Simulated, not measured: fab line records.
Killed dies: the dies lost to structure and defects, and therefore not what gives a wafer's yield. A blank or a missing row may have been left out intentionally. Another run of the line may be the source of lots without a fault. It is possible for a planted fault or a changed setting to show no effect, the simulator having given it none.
Chamber matching / flow gf180mcu / rie diel-04 running GF_V3_ETCH_16: 4 sister chambers
The step etches BARC in N2/H2. 4 wafers are shown with their chamber, then 9 later ones without.

== EACH WAFER AND ITS CHAMBER ==
wafer=L085.3; chamber=0; drypump motor current A (A)=5.5
wafer=L086.6; chamber=2; drypump motor current A (A)=5.6
wafer=L089.3; chamber=1; drypump motor current A (A)=5.8
wafer=L089.4; chamber=3; drypump motor current A (A)=4.7

== WAFERS WITHOUT THEIR CHAMBER ==
wafer=L092.4; drypump motor current A (A)=5.7
wafer=L092.5; drypump motor current A (A)=4.7
wafer=L092.6; drypump motor current A (A)=5.5
wafer=L093.3; drypump motor current A (A)=5.5
wafer=L093.5; drypump motor current A (A)=5.7
wafer=L093.6; drypump motor current A (A)=4.7
wafer=L096.2; drypump motor current A (A)=5.7
wafer=L096.3; drypump motor current A (A)=4.7
wafer=L096.4; drypump motor current A (A)=5.8

== CHAMBER TAKEN BY EACH ==
wafer=L092.4; from the rows above=can't be placed: 1 or 2 or 0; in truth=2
wafer=L092.5; from the rows above=3; in truth=3
wafer=L092.6; from the rows above=can't be placed: 0 or 2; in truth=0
wafer=L093.3; from the rows above=can't be placed: 0 or 2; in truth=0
wafer=L093.5; from the rows above=can't be placed: 1 or 2 or 0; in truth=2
wafer=L093.6; from the rows above=3; in truth=3
wafer=L096.2; from the rows above=can't be placed: 1 or 2 or 0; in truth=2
wafer=L096.3; from the rows above=3; in truth=3
wafer=L096.4; from the rows above=1; in truth=1
Correct placement for 4 of the 9. Not placeable from these rows: 5 (in 5, the candidates include the true chamber). Wrongly placed: 0.
How it was worked out, from the rows above alone: a wafer's distance from a chamber is the root of the sum, over the readings, of the square of ((its reading less the chamber's mean) divided by the reading's scatter). The wafer belongs to the nearest chamber; if the next one is less than 2 further off, it can't be placed. For every chamber, the mean is computed from those of its wafers that are shown. The scatter: root of mean squared gap, hidden wafer to nearest shown wafer, with one shown wafer a chamber.
